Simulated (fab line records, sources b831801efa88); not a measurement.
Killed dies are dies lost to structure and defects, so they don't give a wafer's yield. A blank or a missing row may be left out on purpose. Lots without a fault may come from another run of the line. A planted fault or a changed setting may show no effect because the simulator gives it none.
Split-lot experiment | flow sky130 | 5 lots, 23 wafers read, on a route of 708 steps

THE SPLIT
At SKY_LDD_P_IMPLANT_09, the setting dose_cm2 was moved away from the recipe's 1e+13 on 8 of the 23 wafers read, by -5.4% to +5.9%. The other wafers ran this setting at the recipe's value.

FROM THE SPLIT TO THE READING: what the file shows between them, 1 step
- SKY_LDD_P_STRIP_10: strips in O2/N2

THE READING
LDD_P_TW, at SKY_LDD_P_TW_MEAS_11. Fault-free wafers of this fab line usually give 641.2, standard deviation 2.9.

wafer  | tool, chamber at the split | dose_cm2 as run | against the recipe | LDD_P_TW | against lot-mates on the recipe
L074.1 | implanter-01, 0            | 1e+13           | recipe             | 640.3    | -
L074.3 | implanter-01, 0            | 1e+13           | recipe             | 638.2    | -
L074.4 | implanter-01, 0            | 9.651e+12       | -3.5%              | 635.5    | -3.4
L074.5 | implanter-01, 0            | 1e+13           | recipe             | 638.3    | -
L074.6 | implanter-01, 0            | 9.651e+12       | -3.5%              | 632.9    | -6.0
L075.1 | implanter-01, 0            | 1e+13           | recipe             | 642.7    | -
L075.3 | implanter-01, 0            | 1e+13           | recipe             | 640.5    | -
L075.4 | implanter-01, 0            | 1.059e+13       | +5.9%              | 652.4    | +10.8
L075.5 | implanter-01, 0            | 1e+13           | recipe             | 641.5    | -
L075.6 | implanter-01, 0            | 1.059e+13       | +5.9%              | 656.5    | +14.9
L078.2 | implanter-03, 0            | 1e+13           | recipe             | 644.2    | -
L078.3 | implanter-03, 0            | 1e+13           | recipe             | 647.1    | -
L078.4 | implanter-03, 0            | 1e+13           | recipe             | 645.9    | -
L078.5 | implanter-03, 0            | 9.466e+12       | -5.3%              | 632.8    | -12.9
L078.6 | implanter-03, 0            | 9.466e+12       | -5.3%              | 634.2    | -11.5
L079.1 | implanter-01, 0            | 1e+13           | recipe             | 638.4    | -
L079.2 | implanter-01, 0            | 1e+13           | recipe             | 639.2    | -
L079.3 | implanter-01, 0            | 1e+13           | recipe             | 637.8    | -
L081.2 | implanter-01, 0            | 1e+13           | recipe             | 638.8    | -
L081.3 | implanter-01, 0            | 9.458e+12       | -5.4%              | 627.1    | -12.5
L081.4 | implanter-01, 0            | 9.458e+12       | -5.4%              | 624.3    | -15.3
L081.5 | implanter-01, 0            | 1e+13           | recipe             | 639.1    | -
L081.6 | implanter-01, 0            | 1e+13           | recipe             | 640.9    | -

THE FIT
A straight line over all 23 wafers: LDD_P_TW changes by +2.16 for each +1% of dose_cm2; r = +0.91; the points scatter about the line by 3.1.
The same after taking each lot's own level away (the mean of its wafers on the recipe; 23 wafers): +2.23 for each +1%; r = +0.97; scatter 1.6.
On that fit, the largest move of dose_cm2 shifts the reading by 13.
The lots' own levels span 638.47 to 645.73, that is 2.5 times the standard deviation above.
So the lot-to-lot level changes the slope little: the two slopes agree.
Check: with one of the wafers moved furthest among these (+5.9%) left out of the fit, the line predicts +14.1 for it against its lot-mates. It came out at +10.8 against them.

OTHER SPLITS ON THESE WAFERS
These wafers also went through other splits before the reading. Each is held against what the fit with the lots' levels taken away leaves over:
other split on the same wafers          | wafers away from the commonest value | r with LDD_P_TW (lot level and that fit taken away)
SKY_SONOS_ONO_EXPOSE_10 dose_mj         | 6                                    | +0.38
SKY_SONOS_ONO_ETCH_15 time_s            | 10                                   | -0.25
SKY_RES_PROTECT_COAT_02 resist_thk_nm   | 8                                    | -0.29
SKY_POLY_GATE_COAT_07 spin_rpm          | 9                                    | -0.02
SKY_POLY_GATE_DEVELOP_12 develop_time_s | 5                                    | +0.29
SKY_LDD_N_IMPLANT_10 energy_kev         | 9                                    | +0.17

THE FILE'S OWN FIT
LDD_P_TW changes by +2.23 for each +1% of dose_cm2, r = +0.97.
